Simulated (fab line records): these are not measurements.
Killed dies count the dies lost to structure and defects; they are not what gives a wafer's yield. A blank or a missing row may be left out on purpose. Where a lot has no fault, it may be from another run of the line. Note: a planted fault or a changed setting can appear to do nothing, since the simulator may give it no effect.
2 desks, one fault :: flow sky130 :: only its own numbers are on each desk; what lay behind them is given at the end

== AT THE METROLOGY DESK ==
Means of the sampled wafers that have a number, per lot and without regard to the tool the lot ran on: this is what the gauges read. The brackets show how far a lot's mean lies from the usual mean; more than 4 standard deviations puts the lot out of limits, marked OUT.
Columns: A = cd nm at SKY_POLY_GATE_CD_MEAS_13, usual 149.5 nm; B = POLY_GATE_OVL at SKY_POLY_GATE_OVL_MEAS_14, usual 0 nm
lot: L112
first seen here: day 16 03:07
A: 147.7
B: -4

lot: L115
first seen here: day 17 13:20
A: 149.1
B: 2

lot: L120
first seen here: day 19 15:39
A: 148.8
B: 8

lot: L121
first seen here: day 19 15:54
A: 148.0
B: -2

lot: L128
first seen here: day 22 07:35
A: 147.6
B: 1

lot: L131
first seen here: day 23 04:08
A: 151.5
B: 6
Result from this desk: across the 6 lots, nothing is out of limits.

== TOOL OWNER'S DESK, rie si-02 ==
The tool's own readings at SKY_POLY_GATE_ETCH_17 (etches poly-Si in HBr/Cl2, stops on SiO2, target depth 180 nm, time 70.5 s): means of the sampled wafers that have a number, for each lot that ran on this tool. The brackets show how far a lot's mean lies from the usual mean; more than 4 standard deviations puts the lot out of limits, marked OUT.
Columns: A = drypump motor current A at SKY_POLY_GATE_ETCH_17, usual 5.6 A; B = oes product au at SKY_POLY_GATE_ETCH_17, usual 0.986 a.u.; C = throttle valve pct at SKY_POLY_GATE_ETCH_17, usual 33.684 %
lot: L112
first seen here: day 16 03:27
A: 5.3
B: 0.984
C: 33.686

lot: L120
first seen here: day 19 15:58
A: 5.4
B: 0.985
C: 33.679

lot: L121
first seen here: day 19 16:13
A: 5.5
B: 0.998
C: 33.692

lot: L131
first seen here: day 23 04:25
A: 5.4
B: 0.982
C: 33.685
Result from this desk: across the 4 lots, nothing is out of limits.

== BROUGHT TOGETHER ==
Metrology desk: nothing out of limits seen.
The tool owner's desk saw nothing out of limits.

== WHAT THE SIMULATOR PUT IN ==
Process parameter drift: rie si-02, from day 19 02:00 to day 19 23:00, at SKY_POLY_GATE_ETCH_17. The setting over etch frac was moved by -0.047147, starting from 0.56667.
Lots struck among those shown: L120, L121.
